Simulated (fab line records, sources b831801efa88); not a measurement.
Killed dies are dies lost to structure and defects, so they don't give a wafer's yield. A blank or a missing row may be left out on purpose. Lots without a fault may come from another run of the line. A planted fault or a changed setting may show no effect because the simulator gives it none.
Tool commonality check | flow gf180mcu | 11 lots, 39 wafers sampled

WHY IT WAS OPENED
At GF_M1_CD_MEAS_14 the reading cd_nm is flagged on 2 of 11 lots. Wafers without a fault read 229.9 nm, standard deviation 1.3.
Rule: a lot is flagged when every wafer of it that has a number lies more than 4 standard deviations from that mean, or none has a number. The other lots count as sound.

lot  | measured     | on        | cd_nm (nm), wafer by wafer          | flag
L924 | day 17 17:52 | cd_sem-01 | 229.3 229.2 229.6                   |
L929 | day 19 17:46 | cd_sem-01 | 231.1 230.5 230.5                   |
L932 | day 21 05:23 | cd_sem-02 | 240.3 240.7 241.3 240.8 240.2 241.1 | FLAGGED
L934 | day 21 16:25 | cd_sem-01 | 240.0 239.4 239.6 239.8 238.7 239.5 | FLAGGED
L936 | day 22 05:22 | cd_sem-01 | 230.4 230.6 229.5                   |
L938 | day 23 01:10 | cd_sem-02 | 228.8 229.6 228.2                   |
L941 | day 23 19:44 | cd_sem-01 | 228.3 228.0 226.9                   |
L942 | day 24 09:52 | cd_sem-02 | 227.8 227.8 229.6                   |
L943 | day 24 10:33 | cd_sem-01 | 230.3 230.8 230.1                   |
L944 | day 24 21:13 | cd_sem-02 | 229.3 229.8 228.9                   |
L945 | day 25 04:32 | cd_sem-02 | 229.9 230.5 230.2                   |
The numbers of the flagged lots are 240.1 nm on average: +10.2 nm against the usual, or +8 standard deviations.

WHICH TOOL RAN EACH LOT
The record holds 3 process steps before the reading, out of a route of 602 steps. In each cell: the tool, then ch and the chambers that the sampled wafers went through, then the start.
lot  | flag    | GF_CONTACT_SPUTTER_23        | GF_M1_SPUTTER_03             | GF_M1_COAT_09
L924 |         | pvd_sputter-04, day 16 17:53 | pvd_sputter-01, day 16 18:53 | litho_track-02 ch 0, day 17 06:17
L929 |         | pvd_sputter-01, day 18 16:46 | pvd_sputter-02, day 18 17:33 | litho_track-01 ch 0, day 19 05:35
L932 | FLAGGED | pvd_sputter-03, day 20 04:26 | pvd_sputter-04, day 20 05:13 | litho_track-02 ch 0, day 20 17:05
L934 | FLAGGED | pvd_sputter-03, day 20 16:17 | pvd_sputter-02, day 20 17:04 | litho_track-02 ch 0, day 21 04:47
L936 |         | pvd_sputter-04, day 21 05:07 | pvd_sputter-04, day 21 05:54 | litho_track-04 ch 0, day 21 17:27
L938 |         | pvd_sputter-03, day 22 00:47 | pvd_sputter-02, day 22 01:34 | litho_track-04 ch 0, day 22 13:21
L941 |         | pvd_sputter-01, day 22 20:32 | pvd_sputter-02, day 22 21:19 | litho_track-02 ch 0, day 23 08:42
L942 |         | pvd_sputter-03, day 23 11:19 | pvd_sputter-02, day 23 12:06 | litho_track-02 ch 0, day 23 22:26
L943 |         | pvd_sputter-01, day 23 11:40 | pvd_sputter-01, day 23 12:26 | litho_track-01 ch 0, day 23 22:48
L944 |         | pvd_sputter-03, day 23 22:04 | pvd_sputter-01, day 23 22:51 | litho_track-04 ch 0, day 24 10:21
L945 |         | pvd_sputter-01, day 24 05:31 | pvd_sputter-04, day 24 06:18 | litho_track-04 ch 0, day 24 17:48
What these steps do:
- GF_CONTACT_SPUTTER_23: material TiN, target thk 10 nm, time 40 s.
- GF_M1_SPUTTER_03: material Ti, target thk 10 nm, time 6.7 s.
- GF_M1_COAT_09: resist thk 1000 nm.
- GF_M1_CD_MEAS_14: target cd 230 nm.

FLAGGED OVER TOTAL, TOOL BY TOOL (the gauges that took the reading come last)
step                  | tool           | lots run | flagged | share of the flagged lots | sound lots run after its first flagged lot
GF_CONTACT_SPUTTER_23 | pvd_sputter-01 | 4        | 0       | none                      | -
GF_CONTACT_SPUTTER_23 | pvd_sputter-03 | 5        | 2       | all                       | 3 (L938,L942,L944)
GF_CONTACT_SPUTTER_23 | pvd_sputter-04 | 2        | 0       | none                      | -
GF_M1_SPUTTER_03      | pvd_sputter-01 | 3        | 0       | none                      | -
GF_M1_SPUTTER_03      | pvd_sputter-02 | 5        | 1       | some                      | 3 (L938,L941,L942)
GF_M1_SPUTTER_03      | pvd_sputter-04 | 3        | 1       | some                      | 2 (L936,L945)
GF_M1_COAT_09         | litho_track-01 | 2        | 0       | none                      | -
GF_M1_COAT_09         | litho_track-02 | 5        | 2       | all                       | 2 (L941,L942)
GF_M1_COAT_09         | litho_track-04 | 4        | 0       | none                      | -
GF_M1_CD_MEAS_14      | cd_sem-01      | 6        | 1       | some                      | 3 (L936,L941,L943)
GF_M1_CD_MEAS_14      | cd_sem-02      | 5        | 1       | some                      | 4 (L938,L942,L944,L945)

WHAT THE TABLE ALLOWS
2 rows of the table ran every flagged lot: pvd_sputter-03 at GF_CONTACT_SPUTTER_23, litho_track-02 at GF_M1_COAT_09.
- pvd_sputter-03 at GF_CONTACT_SPUTTER_23: 2 of its 5 lots flagged. Sound lots ran on it after the first flagged one (L938, L942, L944), which a lasting fault on the whole tool wouldn't allow.
- litho_track-02 at GF_M1_COAT_09: 2 of its 5 lots flagged. Sound lots ran on it after the first flagged one (L941, L942), which a lasting fault on the whole tool wouldn't allow.
No row of the table ran every flagged lot and no sound lot after the first.

WHAT THE SIMULATOR HAD PUT IN
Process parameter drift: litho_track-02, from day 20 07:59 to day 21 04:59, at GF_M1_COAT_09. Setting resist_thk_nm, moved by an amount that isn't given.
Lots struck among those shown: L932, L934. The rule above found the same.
